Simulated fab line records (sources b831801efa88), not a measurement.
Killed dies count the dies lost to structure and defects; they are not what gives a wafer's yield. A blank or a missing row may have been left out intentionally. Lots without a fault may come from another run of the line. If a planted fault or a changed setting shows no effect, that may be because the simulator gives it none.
Problem report in the 8D (eight disciplines) form, filled by code	flow sky130	the parts of the form that need people (team, actions taken, sign-off) are left out

## 1. WHAT IS WRONG
Wafers free of any fault read 1184 nm (standard deviation 14) for VIA2_HDPCVD_THK at SKY_VIA2_THK_MEAS_01, against a mean of 1770 nm on 6 wafers of 2 lots. That puts it +42 standard deviations away from the usual mean.
First observed at day 38 22:29: wafer L112.2, on film-metro-04. The record holds 36 wafers of 12 lots with a number at this step. By rule, "out" or "out of limits" means more than 4 standard deviations away from the usual mean. All remaining wafers that have a number are taken as sound.

## 2. WHAT IT IS, AND WHAT IT ISN'T
question	is	is not
which readings at this step	VIA2_HDPCVD_THK	-
which lots	L112, L113	L101, L103, L106, L107, L110, L111, L117, L121, L122, L123
which wafers of those lots	all that have a number	-
read on which gauges	film-metro-03, film-metro-04	film-metro-01
when	from day 38 22:29	up to then (18 sound wafers); but 12 sound wafers of L117, L121, L122, L123 came after

## 3. WHAT RULES OUT EACH SUSPECT
Counting: a tool at any process step up to the reading remains a suspect when it ran all the lots that are out and ran no sound lot after the first of those.
- the gauge at SKY_VIA2_THK_MEAS_01 is ruled out. Those wafers that are out were read across 2 gauges (film-metro-03, film-metro-04).
- cvd-w-02 at SKY_VIA1_CVD_21 (deposits W, target thk 270 nm, time 80.902 s): ruled out as a lasting fault. After its first lot that is out, L112 (day 37 19:07), sound lots L123, L122 ran on it.
- hdpcvd-01 at SKY_VIA2_HDPCVD_00 (deposits SiO2, target thk 1180 nm, time 196.7 s): ruled out as a lasting fault. After its first lot that is out, L112 (day 38 22:21), sound lots L123, L122 ran on it.
Left after counting: nothing in the record.

## 4. THE CAUSE (what the simulator had put in)
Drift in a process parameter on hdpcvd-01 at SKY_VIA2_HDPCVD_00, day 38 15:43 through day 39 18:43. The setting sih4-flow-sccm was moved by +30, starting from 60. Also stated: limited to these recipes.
It was ruled out by counting, in error; the rule expects a fault to strike all lots run on its tool from its start on, and this fault did not.

## 5. THE CHAIN OF EFFECTS, in route order
One row per reading whose mean, taken over the struck wafers that have a number, lies over 3 standard deviations from the usual. Only readings for which the record gives a usual standard deviation are gone through. hours: the time from each lot's start at the first step in this table that gives one to its start at this step, as a median over the lots. sigmas: the change in usual standard deviations.
hours	step	reading	usual	on struck wafers	change	sigmas
0	SKY_VIA2_HDPCVD_00	sih4-flow-sccm	59.98 sccm	90.03	+30.05	+99 or more
0	SKY_VIA2_THK_MEAS_01	VIA2_HDPCVD_THK	1184 nm	1770	+586	+42
The process steps in it:
- SKY_VIA2_HDPCVD_00: deposits SiO2, target thk 1180 nm, time 196.7 s.
Later measuring or inspecting steps at which every struck wafer that the step has a row for has a number for every such reading, and none has moved that far: SKY_VIA2_OVL_MEAS_13.

## 6. WHAT WOULD HAVE CAUGHT IT SOONER
7 hours passed between the start of the fault at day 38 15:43 and the first reading out of limits at a measuring or inspecting step in this record, taken at day 38 22:29.
Tool's own readings at SKY_VIA2_HDPCVD_00, sih4-flow-sccm: out on all struck wafers the step has rows for; an alarm limit on them would have tripped on the first.
